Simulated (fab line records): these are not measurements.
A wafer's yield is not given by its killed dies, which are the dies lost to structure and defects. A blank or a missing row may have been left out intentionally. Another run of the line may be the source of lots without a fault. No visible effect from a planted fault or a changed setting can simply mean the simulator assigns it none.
Problem report, 8D (eight disciplines) form, completed by code || flow gf180mcu || the parts of the form that need people (team, actions taken, sign-off) are left out

1. PROBLEM STATEMENT
Mean of strip-time-to-endpoint-s at GF_STI_STRIP_15: 2.45 s across 3 wafers in 2 lots; on wafers with no fault it is 3.74 s (standard deviation 0.049). That is -26 standard deviations from the usual mean.
The step: strips in O2/N2.
First observed at day 5 11:40: wafer L106.2, on plasma-asher-02. Wafers with a number at this step in the record: 37, from 13 lots. Rule for "out" (also "out of limits"): further than 4 standard deviations from the usual mean. The rest of the wafers with a number are treated as sound.

2. WHAT IT IS, AND WHAT IT ISN'T
{"question": "which readings at this step", "is": "strip-time-to-endpoint-s, oes-product-au", "is not": "drypump-motor-current-A, heater-power-w, o2-flow-sccm"}
{"question": "which lots", "is": "L106, L108", "is not": "L100, L102, L103, L990, L991, L993, L995, L996, L997, L998, L999"}
{"question": "which wafers of those lots", "is": "L106.2, L108.2, L108.6", "is not": "L106.5"}
{"question": "read on which tools", "is": "plasma-asher-01, plasma-asher-02", "is not": "plasma-asher-03"}
{"question": "when", "is": "from day 5 11:40", "is not": "up to then (34 sound wafers)"}

3. THE SUSPECTS, EACH WITH WHAT RULES IT OUT
Counting: if a tool at a process step up to the reading ran every lot that is out, it stays a suspect. Sound lots after the first of them don't rule it out here, since some wafers of a struck lot are sound.
- rie-diel-01 at GF_STI_ETCH_13 (etches the open film in CHF3/O2, stops on Si, target depth 282.31 nm, time 112.9 s): kept. It processed each lot that is out (first: L106, day 5 11:30); up to then, its last sound lot is L102 (day 4 15:32).
- Within rie-diel-01 at GF_STI_ETCH_13: the wafers that are out ran in chambers 2, 3; their sound lot-mates ran in chamber 0.
Left after counting: rie-diel-01 at GF_STI_ETCH_13.

4. THE CAUSE (what the simulator had put in)
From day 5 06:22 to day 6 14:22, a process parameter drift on rie-diel-01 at GF_STI_ETCH_13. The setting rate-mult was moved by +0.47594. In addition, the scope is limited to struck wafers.
After counting, this tool was the only one left.

5. SEQUENCE OF EFFECTS, ordered by route
Each row: a reading whose mean over the struck wafers that have a number lies more than 3 standard deviations from the usual. Scope: only readings with a usual standard deviation given in the record; hours: median across lots of the time from each lot's start at the first step in this table that gives one to its start at this step; sigmas: change in usual standard deviations.
{"hours": 0, "step": "GF_STI_STRIP_15", "reading": "oes-product-au", "usual": "0.384 a.u.", "on struck wafers": 0.327, "change": -0.057, "sigmas": -12}
{"hours": 0, "step": "GF_STI_STRIP_15", "reading": "strip-time-to-endpoint-s", "usual": "3.74 s", "on struck wafers": 2.45, "change": -1.29, "sigmas": -26}
It contains these process steps:
- GF_STI_STRIP_15: strips in O2/N2.
Later steps that measure or inspect, where all struck wafers having a row at the step show a number for every such reading and not one has moved that far: GF_MVSD_OVL_MEAS_07, GF_VT_IMPLANT_OVL_MEAS_07.

6. HOW IT WOULD HAVE BEEN CAUGHT EARLIER
First out-of-limits reading in this record: day 5 11:40, which is 5 hours after fault onset at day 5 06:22.
No tool reading at GF_STI_ETCH_13 that has a usual standard deviation in the record was out on any struck wafer, so an alarm limit of 4 standard deviations on those readings would not have fired.
Of the lots that are out (2), L108 began GF_STI_ETCH_13 on rie-diel-01 after day 5 11:40. Putting the tool on hold at that point would have spared it.
